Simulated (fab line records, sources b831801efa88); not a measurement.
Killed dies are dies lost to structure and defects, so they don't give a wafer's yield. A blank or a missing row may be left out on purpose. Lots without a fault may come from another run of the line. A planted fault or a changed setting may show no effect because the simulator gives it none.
fab line records | flow sky130
record lots=5 wafers=15 last_day=50
route steps=708 shown SD_P@359 RES_XHIGH@360 SALICIDE@361 LI_CONTACT@362 PAD_OPEN@708
lots that met no fault: from a run of the same line without faults
start_h: hours from the record's first day to the start of the lot's first wafer shown | wait_h: hours since the lot's step before | " the same as in the row above | L1.1+2: a row that stands for several wafers | - no value, or no start given | * or withheld: withheld | < > ~ a bound
route shown NAME@n: a module of which the file shows steps, and the number in the route of the first | usual: mean/standard deviation of fault-free wafers | same: alike in all rows | chamber/n: place in a boat | sites: the reading at each site | _std_site: their standard deviation | _edge_site: outer sites' mean less inner sites' | radius_mm: how far each site lies from the wafer's centre | mask NAME#n: copy n | behind: the tool/chamber that last shaped the wafer | hold: why the lot was held/for how many hours/how that ended | device: the transistor (n, p or np) that didn't switch | end of line: the same wafers' tests at the end of the route | a step without rows: its recipe alone | killed: dies lost to structure and defects at the first sort, not the wafer's yield | map: a wafer's dies, x killed, . not, _ none there
set.NAME: the setting as run; set.NAME@STEP: as run at that earlier step | model.NAME: the simulator's own value behind a step, which no gauge read
lots at some steps of the route; a table a step, a row a wafer
services: from which hour (start_h, from the record's first day; less than 0 if before it) a tool's chamber was out of use, for how many hours, and why
## steps
# step SKY_SD_N_RS_MEAS_17
# recipe thk_meas_gauge=four-point-probe
# usual SD_P_RS=146.9/0.38
# columns lot.wafer tool chamber start_h wait_h SD_P_RS[ohm/sq]
L564.1 film_metro-04 - 669.09 0.1 146.3
L564.2 " - " " 147.0
L564.5 " - " " 147.0
L568.1 film_metro-02 - 697.50 0.1 146.7
L568.3 " - " " 147.1
L568.5 " - " " 146.9
L577.3 film_metro-02 - 767.59 0.1 146.5
L577.4 " - " " 146.3
L577.5 " - " " 146.3
L581.2 film_metro-02 - 787.82 0.1 147.5
L581.3 " - " " 147.5
L581.5 " - " " 147.7
L584.2 film_metro-02 - 828.57 0.1 147.3
L584.4 " - " " 147.0
L584.5 " - " " 147.3
# step SKY_SD_N_RS_MEAS_18
# recipe thk_meas_gauge=four-point-probe
# usual RES_XHIGH_RS=333.5/1.4
# columns lot.wafer tool chamber start_h wait_h RES_XHIGH_RS[ohm/sq]
L564.1 film_metro-04 - 669.21 0.1 335.7
L564.2 " - " " 334.7
L564.5 " - " " 335.2
L568.1 film_metro-02 - 697.62 0.1 332.8
L568.3 " - " " 333.2
L568.5 " - " " 333.3
L577.3 film_metro-02 - 767.71 0.1 333.1
L577.4 " - " " 334.1
L577.5 " - " " 334.0
L581.2 film_metro-02 - 787.94 0.1 334.3
L581.3 " - " " 334.4
L581.5 " - " " 335.9
L584.2 film_metro-02 - 828.69 0.1 333.6
L584.4 " - " " 332.9
L584.5 " - " " 334.8
# step SKY_SALICIDE_CLEAN_00
# recipe chemistry=HF-last time_s=30 dilution=100:1 dry=ipa_marangoni
# step SKY_LI_CONTACT_HDPCVD_00
# recipe material=PSG target_thk_nm=930 sigma_open_frac=0.3 time_s=159.1 temp_c=600 sih4_flow_sccm=60 pressure_mtorr=6
# step SKY_LI_CONTACT_THK_MEAS_01
# recipe reads=PSG_of_LI_CONTACT_HDPCVD_00
# usual LI_CONTACT_HDPCVD_THK=952/9.4
# columns lot.wafer tool chamber start_h wait_h LI_CONTACT_HDPCVD_THK[nm]
L564.1 film_metro-03 - 669.47 0.1 961
L564.2 " - " " 965
L564.5 " - " " 961
L568.1 film_metro-03 - 697.87 0.1 941
L568.3 " - " " 956
L568.5 " - " " 965
L577.3 film_metro-04 - 767.93 0.1 941
L577.4 " - " " 954
L577.5 " - " " 966
L581.2 film_metro-02 - 788.17 0.1 954
L581.3 " - " " 935
L581.5 " - " " 952
L584.2 film_metro-02 - 828.95 0.1 953
L584.4 " - " " 965
L584.5 " - " " 951
# step SKY_LI_CONTACT_CMP_02
# recipe material=PSG down_force_psi=4 platen_rpm=60 pad_velocity_m_s=0.94248
# usual edge_zone_pressure_frac=1.000/0.0044 motor_current_A=11.4/0.82 time_to_endpoint_s=34/4.6
# columns lot.wafer tool chamber start_h wait_h edge_zone_pressure_frac motor_current_A time_to_endpoint_s
L564.1 cmp-02 1 669.53 0.1 1.001 11.7 39
L564.2 " 3 " " 0.995 11.2 37
L564.5 " 2 " " 1.001 10.8 37
L568.1 cmp-01 0 697.98 0.1 1.004 12.5 29
L568.3 " 1 " " 1.002 11.9 33
L568.5 " 0 " " 0.996 12.6 30
L577.4 cmp-01 2 767.97 0.0 1.004 10.1 29
L577.3 " 3 " " 1.008 11.3 29
L577.5 " 3 " " 1.003 11.0 33
L581.3 cmp-02 2 788.32 0.1 0.997 10.2 36
L581.2 " 3 " " 0.993 11.0 37
L581.5 " 1 " " 1.006 12.4 40
L584.2 cmp-01 0 829.00 0.0 0.998 11.8 31
L584.4 " 2 " " 1.004 10.7 29
L584.5 " 0 " " 0.996 12.4 29
# step SKY_LI_CONTACT_BOW_MEAS_03
# recipe mode=bow
# usual LI_CONTACT_BOW=56/7.2
# columns lot.wafer tool chamber start_h wait_h LI_CONTACT_BOW[um]
L564.1 film_metro-03 - 669.83 0.2 70
L564.2 " - " " 60
L564.5 " - " " 66
L568.1 film_metro-03 - 698.23 0.2 60
L568.3 " - " " 57
L568.5 " - " " 59
L577.3 film_metro-03 - 768.31 0.2 42
L577.4 " - " " 45
L577.5 " - " " 55
L581.2 film_metro-02 - 788.54 0.1 54
L581.3 " - " " 50
L581.5 " - " " 60
L584.2 film_metro-03 - 829.38 0.3 61
L584.4 " - " " 51
L584.5 " - " " 53
# step SKY_LI_CONTACT_DEHYDRATE_04
# recipe temp_c=200 time_s=60
# step SKY_LI_CONTACT_HMDS_05
# recipe prime_time_s=60 prime_temp_c=120
# step SKY_LI_CONTACT_COAT_06
# recipe resist=BARC temp_c=withheld time_s=withheld spin_rpm=3000 resist_thk_nm=60
# step SKY_LI_CONTACT_COAT_07
# recipe resist=KrF-thick spin_rpm=3000 resist_thk_nm=450
# step SKY_LI_CONTACT_SOFTBAKE_08
# recipe temp_c=100 time_s=90 resist=KrF-thick
# step SKY_LI_CONTACT_EXPOSE_09
# recipe mask_id=LICM1 na=0.8 source_shape=annular sigma_inner=0.55 sigma_outer=0.85 target_cd_nm=170 dose_mj=38
# usual exposure_dose_mJ_cm2=37.94/0.033
# columns lot.wafer tool chamber start_h wait_h mask exposure_dose_mJ_cm2
L564.1 krf_scanner-01 0 684.22 - LICM1#0 37.97
L564.2 " 0 " " LICM1#0 38.00
L564.5 " 0 " " LICM1#0 37.94
L568.1 krf_scanner-02 0 712.24 - LICM1#0 38.12
L568.3 " 0 " " LICM1#0 38.09
L568.5 " 0 " " LICM1#0 38.11
L577.3 krf_scanner-02 0 781.94 - LICM1#0 37.88
L577.4 " 0 " " LICM1#0 37.93
L577.5 " 0 " " LICM1#0 37.90
L581.2 krf_scanner-01 0 802.67 - LICM1#0 37.94
L581.3 " 0 " " LICM1#0 37.90
L581.5 " 0 " " LICM1#0 37.98
L584.2 krf_scanner-02 0 842.13 - LICM1#0 37.94
L584.4 " 0 " " LICM1#0 37.92
L584.5 " 0 " " LICM1#0 37.89
# step SKY_LI_CONTACT_PEB_10
# recipe peb_temp_c=withheld peb_time_s=withheld resist=KrF-thick
# step SKY_PAD_OPEN_PROBE_99
# usual killed_at_M0_to_M3=43/6.6 killed_at_M4_up=2.9/1.8 killed_at_contacts=25/5.3 killed_at_front_end=15/4.1 killed_at_other=0.3/0.6 killed_dies=86/8.8 killed_open=47/6.7 killed_short=39/6.2
# same gross_dies=492 killed_at_back_side=0
# columns lot.wafer tool chamber start_h wait_h killed_at_M0_to_M3 killed_at_M4_up killed_at_contacts killed_at_front_end killed_at_other killed_dies killed_open killed_short
L568.1 prober-02 - 1113.12 0.1 45 1 26 14 0 86 43 43
L568.3 prober-02 - 1113.22 0.2 42 0 29 12 0 83 50 32
L568.5 prober-02 - 1113.32 0.2 49 5 14 19 1 88 42 46
L577.3 prober-02 - 1163.39 0.2 42 4 23 19 0 88 41 47
L577.4 prober-02 - 1163.44 0.2 39 4 26 11 0 80 42 38
L577.5 prober-02 - 1163.49 0.2 41 5 26 13 0 85 53 31
# killed by level:class
L568.1 CONTACT:geometric_particle:open=10 VIA2:geometric_particle:open=8 VIA1:geometric_particle:open=7 VIA1:geometric_particle:short=6 CONTACT:geometric_particle:short=5 FIELD_ISO:geometric_particle:short=4 METAL1:geometric_particle:short=4 LOCAL_INTERCONNECT:geometric_particle:short=4
L568.3 CONTACT:geometric_particle:open=16 VIA1:geometric_particle:open=13 METAL1:geometric_particle:short=6 VIA1:geometric_particle:short=5 VIA3:geometric_particle:open=5 FIELD_ISO:geometric_particle:short=4 LI_CONTACT:geometric_particle:open=4 LOCAL_INTERCONNECT:geometric_particle:short=4
L568.5 VIA1:geometric_particle:open=11 METAL2:geometric_particle:short=6 VIA2:geometric_particle:open=6 FIELD_ISO:geometric_particle:short=5 METAL1:geometric_particle:short=5 METAL3:geometric_particle:short=5 VIA3:geometric_particle:open=5 METAL4:geometric_particle:short=5
L577.3 VIA1:geometric_particle:open=8 CONTACT:geometric_particle:short=8 POLY_GATE:geometric_particle:short=7 VIA3:geometric_particle:open=7 LOCAL_INTERCONNECT:geometric_particle:short=5 CONTACT:geometric_particle:open=5 VIA3:geometric_particle:short=5 FIELD_ISO:geometric_particle:short=4
L577.4 CONTACT:geometric_particle:open=12 POLY_GATE:geometric_particle:open=6 CONTACT:geometric_particle:short=6 VIA2:geometric_particle:open=6 VIA1:geometric_particle:open=6 METAL2:geometric_particle:short=6 VIA3:geometric_particle:open=6 METAL1:geometric_particle:short=5
L577.5 VIA1:geometric_particle:open=11 LI_CONTACT:geometric_particle:open=10 CONTACT:geometric_particle:open=8 METAL1:geometric_particle:short=5 VIA2:geometric_particle:open=5 FIELD_ISO:geometric_particle:open=4 CONTACT:geometric_particle:short=4 METAL2:geometric_particle:short=4
## services
# columns tool chamber start_h hours kind
cmp-02 - 659.04 2.1 repair
krf_scanner-02 - 662.84 0.8 pm
krf_scanner-02 - 663.59 4.4 pm
cmp-02 - 674.45 3.7 repair
cmp-02 - 684.36 0.3 repair
cmp-01 - 722.84 5.5 pm
cmp-02 - 728.62 5.1 repair
krf_scanner-01 - 738.06 0.8 pm
krf_scanner-02 - 738.81 1.3 pm
krf_scanner-01 - 742.72 1.0 pm
cmp-02 - 744.00 4.0 pm
krf_scanner-02 - 752.11 0.3 repair
cmp-02 - 754.48 8.9 pm
krf_scanner-01 - 764.96 3.6 pm
cmp-02 - 764.97 1.2 repair
krf_scanner-02 - 771.11 4.7 repair
krf_scanner-02 - 778.67 0.2 repair
krf_scanner-01 - 781.41 1.3 pm
cmp-01 - 801.83 9.2 pm
krf_scanner-02 - 803.97 1.0 pm
krf_scanner-01 - 805.71 4.4 pm
krf_scanner-02 - 808.96 1.2 repair
krf_scanner-01 - 829.96 3.8 repair
krf_scanner-02 - 833.81 0.8 pm
## key
first_sign step=SKY_LI_CONTACT_EXPOSE_09 reading=exposure_dose_mJ_cm2 direction=up sigmas=5 usual=* struck=*
effect none on later readings
met_at SKY_LI_CONTACT_EXPOSE_09
struck_wafers L568.1,L568.3,L568.5
tester_left_out L568
loop_trim step=SKY_LI_CONTACT_EXPOSE_09 setting=dose lots=L568
fault kind=process_parameter_drift tool=krf_scanner-02 chamber=- onset_h=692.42 steps=SKY_LI_CONTACT_EXPOSE_09 channel=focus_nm offset=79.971 spread_by_wafer=0.3 shape=step end_h=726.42
# tester_left_out: of these lots the tester's yield and bins aren't shown, on N5 and GAA mostly nor the transistor test; their killed dies are dies lost to structure and defects alone, not to doping, threshold or leakage, so they don't give the yield
# loop_trim: a control loop set the setting to another value than it would have without faults
